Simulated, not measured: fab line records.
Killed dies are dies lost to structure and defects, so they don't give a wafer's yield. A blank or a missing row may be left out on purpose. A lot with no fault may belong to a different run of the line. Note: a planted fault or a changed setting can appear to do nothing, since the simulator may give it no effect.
Which tool is to blame? -- flow sky130 -- 24 lots, 72 wafers sampled, at 4 steps of a route of 708

WHAT THE GAUGES SHOWED, per wafer
SKY_VT_ADJUST_PCH_OVL_MEAS_07. Usual: VT_ADJUST_PCH_OVL typically reads 0.6 nm, with standard deviation 1.3.
lot,measured,on,VT_ADJUST_PCH_OVL (nm),flag
L074,day 10 05:16,overlay-02,2.8 1.3 -0.2,
L075,day 10 13:07,overlay-02,0.2 1.2 1.0,
L076,day 10 23:01,overlay-02,1.9 1.3 1.5,
L077,day 11 05:25,overlay-02,-0.5 -0.8 -1.4,
L078,day 11 14:19,overlay-01,2.3 3.0 2.0,
L079,day 11 22:07,overlay-01,0.9 0.7 0.4,
L080,day 12 08:58,overlay-02,2.9 1.1 2.4,
L081,day 12 16:28,overlay-01,2.8 2.5 1.8,
L082,day 13 00:09,overlay-01,0.6 0.7 -0.1,
L083,day 13 05:40,overlay-02,1.8 -0.5 0.6,
L084,day 13 13:15,overlay-02,-0.2 0.8 0.4,
L085,day 13 22:19,overlay-02,0.1 -1.0 0.8,
L086,day 14 06:19,overlay-02,-0.7 -1.7 -0.9,
L087,day 14 10:34,overlay-01,-1.6 -2.2 -0.6,
L088,day 14 17:46,overlay-01,-0.9 -0.6 -0.8,
L089,day 15 01:28,overlay-02,0.1 -0.8 -1.0,
L090,day 15 10:01,overlay-01,0.3 1.4 1.6,
L091,day 15 18:37,overlay-02,0.5 -0.4 0.4,
L092,day 16 01:28,overlay-02,1.4 2.2 -0.2,
L093,day 16 12:07,overlay-02,-0.5 2.7 2.5,
L094,day 16 21:10,overlay-02,-0.2 1.1 -0.2,
L095,day 17 02:00,overlay-01,0.7 0.5 0.6,
L096,day 17 09:01,overlay-01,-2.0 -0.8 -2.1,
L097,day 18 04:22,overlay-02,1.1 -1.6 0.6,

SKY_PASSIVATION_THK_MEAS_01. Usual: PASSIVATION_CVD_00_THK typically reads 90.0 nm, with standard deviation 1.2.
lot,measured,on,PASSIVATION_CVD_00_THK (nm),flag
L074,day 43 17:19,film metro-02,88.3 90.1 89.5,
L075,day 43 23:04,film metro-04,91.1 91.4 91.8,
L076,day 44 14:01,film metro-03,89.1 91.3 91.2,
L077,day 44 16:16,film metro-04,88.3 88.2 91.0,
L078,day 44 22:13,film metro-03,88.7 88.7 89.7,
L079,day 45 05:24,film metro-04,90.6 90.7 89.8,
L080,day 45 17:21,film metro-04,89.0 87.7 90.4,
L081,day 45 23:36,film metro-03,87.9 88.1 89.8,
L082,day 46 03:57,film metro-02,89.5 89.9 91.0,
L083,day 46 07:11,film metro-02,89.7 88.6 89.5,
L084,day 46 14:25,film metro-04,88.5 89.6 90.7,
L085,day 46 20:48,film metro-02,90.2 91.8 91.1,
L086,day 47 04:55,film metro-03,89.1 90.2 91.6,
L087,day 47 05:22,film metro-03,89.8 90.3 92.6,
L088,day 47 15:05,film metro-04,87.9 89.6 90.1,
L089,day 47 17:59,film metro-03,90.1 91.0 90.9,
L090,day 47 22:40,film metro-03,88.4 91.3 90.6,
L091,day 48 07:48,film metro-03,88.3 90.8 90.3,
L092,day 48 09:28,film metro-03,89.6 90.8 91.0,
L093,day 48 18:37,film metro-02,89.4 89.7 91.6,
L094,day 48 21:30,film metro-02,89.5 88.6 89.6,
L095,day 49 07:43,film metro-04,90.8 91.2 91.5,
L096,day 49 10:04,film metro-02,87.2 88.0 87.4,
L097,day 49 13:56,film metro-04,89.1 89.0 90.0,

WHICH TOOL RAN EACH LOT (tool, then ch and the chambers of the sampled wafers, then the start)
lot,SKY_METAL1_SPUTTER_01,SKY_METAL4_SPUTTER_04
L074,"pvd sputter-04, day 31 10:31","pvd sputter-01, day 39 11:38"
L075,"pvd sputter-04, day 31 18:52","pvd sputter-03, day 39 20:32"
L076,"pvd sputter-03, day 32 12:53","pvd sputter-03, day 40 12:54"
L077,"pvd sputter-04, day 32 13:57","pvd sputter-01, day 40 13:58"
L078,"pvd sputter-02, day 32 23:07","pvd sputter-03, day 40 21:50"
L079,"pvd sputter-03, day 33 10:49","pvd sputter-01, day 41 06:38"
L080,"pvd sputter-02, day 33 20:35","pvd sputter-02, day 41 17:44"
L081,"pvd sputter-03, day 34 03:59","pvd sputter-03, day 42 00:20"
L082,"pvd sputter-02, day 34 10:42","pvd sputter-01, day 42 05:38"
L083,"pvd sputter-02, day 34 13:53","pvd sputter-01, day 42 09:59"
L084,"pvd sputter-04, day 35 00:49","pvd sputter-01, day 42 19:20"
L085,"pvd sputter-03, day 35 10:24","pvd sputter-01, day 43 02:11"
L086,"pvd sputter-04, day 35 19:06","pvd sputter-02, day 43 11:16"
L087,"pvd sputter-02, day 35 19:59","pvd sputter-02, day 43 11:58"
L088,"pvd sputter-02, day 36 10:04","pvd sputter-01, day 43 22:30"
L089,"pvd sputter-03, day 36 13:12","pvd sputter-02, day 44 02:07"
L090,"pvd sputter-04, day 36 16:37","pvd sputter-03, day 44 06:39"
L091,"pvd sputter-04, day 37 04:39","pvd sputter-01, day 44 16:26"
L092,"pvd sputter-03, day 37 10:31","pvd sputter-01, day 44 19:29"
L093,"pvd sputter-03, day 37 19:25","pvd sputter-02, day 45 05:19"
L094,"pvd sputter-04, day 37 23:44","pvd sputter-03, day 45 09:32"
L095,"pvd sputter-02, day 38 16:54","pvd sputter-01, day 45 21:32"
L096,"pvd sputter-03, day 38 20:31","pvd sputter-01, day 46 00:38"
L097,"pvd sputter-03, day 39 03:45","pvd sputter-02, day 46 05:47"
- SKY_METAL1_SPUTTER_01: material TiN, target thk 20 nm, time 16.7 s.
- SKY_METAL4_SPUTTER_04: material TiN, target thk 70 nm, time 58.3 s.

AS READ BY THE TOOLS THEMSELVES (means over the sampled wafers that have a number; for cases with no such wafer, the mark the record gives instead)
SKY_METAL1_SPUTTER_01. Usual: chamber pressure pa 0.4001 Pa, standard deviation 0.00075; throttle valve pct 29.7 %, standard deviation 0.8.
lot,tool,chamber pressure pa (Pa),throttle valve pct (%),flag
L074,pvd sputter-04,0.3997,30.0,
L075,pvd sputter-04,0.4011,29.2,
L076,pvd sputter-03,0.4007,29.3,
L077,pvd sputter-04,0.4001,29.2,
L078,pvd sputter-02,0.4003,30.0,
L079,pvd sputter-03,0.3994,29.5,
L080,pvd sputter-02,0.4003,30.4,
L081,pvd sputter-03,0.4006,30.0,
L082,pvd sputter-02,0.3999,29.7,
L083,pvd sputter-02,0.4007,30.6,
L084,pvd sputter-04,0.3998,29.6,
L085,pvd sputter-03,0.3998,29.2,
L086,pvd sputter-04,0.4001,30.1,
L087,pvd sputter-02,0.4002,30.6,
L088,pvd sputter-02,0.4003,29.7,
L089,pvd sputter-03,0.4007,30.0,
L090,pvd sputter-04,0.4001,29.2,
L091,pvd sputter-04,0.4004,29.4,
L092,pvd sputter-03,0.4003,29.3,
L093,pvd sputter-03,0.3997,29.5,
L094,pvd sputter-04,0.3997,30.2,
L095,pvd sputter-02,0.3993,29.3,
L096,pvd sputter-03,0.3995,29.3,
L097,pvd sputter-03,0.4003,29.6,

SKY_METAL4_SPUTTER_04. Usual: chamber pressure pa 0.4000 Pa, standard deviation 0.00084; throttle valve pct 29.5 %, standard deviation 1.1.
lot,tool,chamber pressure pa (Pa),throttle valve pct (%),flag
L074,pvd sputter-01,0.4004,30.6,
L075,pvd sputter-03,0.3999,29.6,
L076,pvd sputter-03,0.3997,29.4,
L077,pvd sputter-01,0.3999,29.2,
L078,pvd sputter-03,0.3999,29.3,
L079,pvd sputter-01,0.3990,29.2,
L080,pvd sputter-02,0.4000,29.9,
L081,pvd sputter-03,0.4000,29.9,
L082,pvd sputter-01,0.3993,28.1,
L083,pvd sputter-01,0.4001,29.1,
L084,pvd sputter-01,0.3998,29.9,
L085,pvd sputter-01,0.4005,30.3,
L086,pvd sputter-02,0.4002,29.5,
L087,pvd sputter-02,0.4008,30.4,
L088,pvd sputter-01,0.4003,29.9,
L089,pvd sputter-02,0.3997,30.7,
L090,pvd sputter-03,0.4001,30.3,
L091,pvd sputter-01,0.3994,29.3,
L092,pvd sputter-01,0.3998,28.7,
L093,pvd sputter-02,0.3993,29.5,
L094,pvd sputter-03,0.3999,29.9,
L095,pvd sputter-01,0.3999,28.7,
L096,pvd sputter-01,0.4003,29.4,
L097,pvd sputter-02,0.4003,30.5,

THE ANSWER, worked out from the rows above alone
Rule: lot off if the mean of its wafers having a number is beyond 3 standard deviations from the usual mean. A lot without any number at a reading at which 4 lots or more have one is off too. Where the step has rows for the other lots, those lots are counted as sound. The gauges are gone through in route order, then the tools' own readings, and for those a lot's mean is taken as printed above. At the first step where some lot is off, the reading lying furthest off is the one used; lots without a number count as furthest.
Nothing can be told from this: no lot is off at any reading shown.

WHAT THE SIMULATOR PUT IN
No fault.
